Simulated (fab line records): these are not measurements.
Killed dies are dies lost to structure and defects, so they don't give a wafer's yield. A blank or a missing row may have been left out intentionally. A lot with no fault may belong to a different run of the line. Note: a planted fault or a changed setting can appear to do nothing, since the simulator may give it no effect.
Which tool was responsible?	flow gf180mcu	18 wafers sampled from 6 lots at 1 step of a route of 602

## WHAT THE GAUGES SHOWED, per wafer
GF_POLY_GATE_THK_MEAS_01.
lot	measured	on	POLY_GATE_CVD_00_THK (nm)
L379	day 8 19:51	film-metro-02	200.4 202.0 201.5
L383	day 9 23:53	film-metro-02	202.3 202.3 199.4
L385	day 10 12:35	film-metro-01	198.6 199.1 201.3
L387	day 11 04:53	film-metro-04	197.1 198.1 197.5
L397	day 14 00:35	film-metro-04	201.0 199.6 200.7
L400	day 14 23:05	film-metro-01	203.7 204.7 205.2

## WHICH TOOL RAN EACH LOT (tool, then ch and the chambers of the sampled wafers, then the start)
Before these readings, the record contains no process step.

## THE ANSWER, worked out from the rows above alone
Rule: what is usual is taken from the lots themselves. Put in order of their means at a reading, lots are off if they are a third of the lots or fewer, leave a main group of 4 or more, and stand apart from it by a gap of 3 or more times the standard deviation of the main group's means; of several such gaps the widest counts. A main group whose means are all the same, to the digits that the tables above print for the reading, isn't used. Also off: a lot with no number at a reading for which 4 or more lots have one. The other lots that the step has rows for count as sound.
Nothing can be told from this: no lot is off at any reading shown.

## WHAT THE SIMULATOR HAD INSERTED
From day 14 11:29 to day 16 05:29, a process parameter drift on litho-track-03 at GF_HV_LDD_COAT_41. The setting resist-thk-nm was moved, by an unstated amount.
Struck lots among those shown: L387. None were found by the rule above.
